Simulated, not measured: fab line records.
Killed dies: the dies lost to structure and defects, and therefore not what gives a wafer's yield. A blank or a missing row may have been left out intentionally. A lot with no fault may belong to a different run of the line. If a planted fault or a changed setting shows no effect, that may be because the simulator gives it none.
The tool behind it: which one?    flow gf180mcu    11 lots, 33 wafers sampled, at 2 steps of a route of 602

== WHAT EACH GAUGE READ, for each wafer ==
GF_V5_CD_MEAS_14 targets a cd of 260 nm.
lot   measured      on        cdNm (nm)
L551  day 27 01:42  cdSem-01  258.0 259.1 258.2
L552  day 27 20:40  cdSem-02  258.0 258.9 258.2
L553  day 27 22:56  cdSem-02  258.2 258.5 258.4
L554  day 28 00:13  cdSem-02  259.2 259.9 258.1
L555  day 28 18:20  cdSem-01  261.3 260.6 260.0
L556  day 29 07:14  cdSem-02  261.9 262.9 261.4
L560  day 30 05:30  cdSem-01  257.0 258.4 257.9
L562  day 30 16:07  cdSem-01  259.2 259.8 259.9
L563  day 30 23:50  cdSem-02  258.4 257.6 258.4
L564  day 31 04:15  cdSem-02  261.1 260.4 260.4
L574  day 33 13:10  cdSem-02  259.0 259.9 260.1

== WHAT TOOL EACH LOT RAN ON (gives the tool, then ch and the chambers of the sampled wafers, and finally the start) ==
lot   GF_V4_SPUTTER_21
L551  pvdSputter-04, day 24 06:32
L552  pvdSputter-04, day 25 03:49
L553  pvdSputter-01, day 25 06:03
L554  pvdSputter-04, day 25 08:34
L555  pvdSputter-04, day 26 03:23
L556  pvdSputter-01, day 26 16:37
L560  pvdSputter-01, day 27 17:34
L562  pvdSputter-02, day 28 05:14
L563  pvdSputter-02, day 28 12:34
L564  pvdSputter-04, day 28 17:52
L574  pvdSputter-04, day 31 08:41
- GF_V4_SPUTTER_21: material Ti, target thk 15 nm, time 80.02 s.

== WHAT THE TOOLS THEMSELVES READ (means of the sampled wafers that have a number; where no wafer has one, the mark that the record gives instead) ==
GF_V4_SPUTTER_21.
lot   tool           throttleValvePct (%)
L551  pvdSputter-04  30.1
L552  pvdSputter-04  30.2
L553  pvdSputter-01  29.0
L554  pvdSputter-04  29.9
L555  pvdSputter-04  29.5
L556  pvdSputter-01  29.4
L560  pvdSputter-01  29.1
L562  pvdSputter-02  29.8
L563  pvdSputter-02  29.8
L564  pvdSputter-04  30.6
L574  pvdSputter-04  30.2

== THE ANSWER, worked out from the rows above alone ==
Rule: the usual values come from the lots themselves. The widest of any qualifying gaps counts: lots, ordered by their means at a reading, are off when they make up no more than a third of the lots, leave a main group of 4 or more, and stand apart from it by 3 or more times the standard deviation of that group's means. Not used: any main group whose means are identical at the precision the tables above print for the reading. Also off: a lot with no number at a reading for which 4 or more lots have one. Where the step has rows for the other lots, those lots are counted as sound. After the gauges, taken in route order, come the tools' own readings; for these a lot's mean is taken, as printed above. The first step at which some lot is off is used, and at that step the reading that is off furthest; a lot without a number counts as furthest.
Across all readings shown, no lot is off: no conclusion can be drawn from this.

== WHAT HAD BEEN PUT IN BY THE SIMULATOR ==
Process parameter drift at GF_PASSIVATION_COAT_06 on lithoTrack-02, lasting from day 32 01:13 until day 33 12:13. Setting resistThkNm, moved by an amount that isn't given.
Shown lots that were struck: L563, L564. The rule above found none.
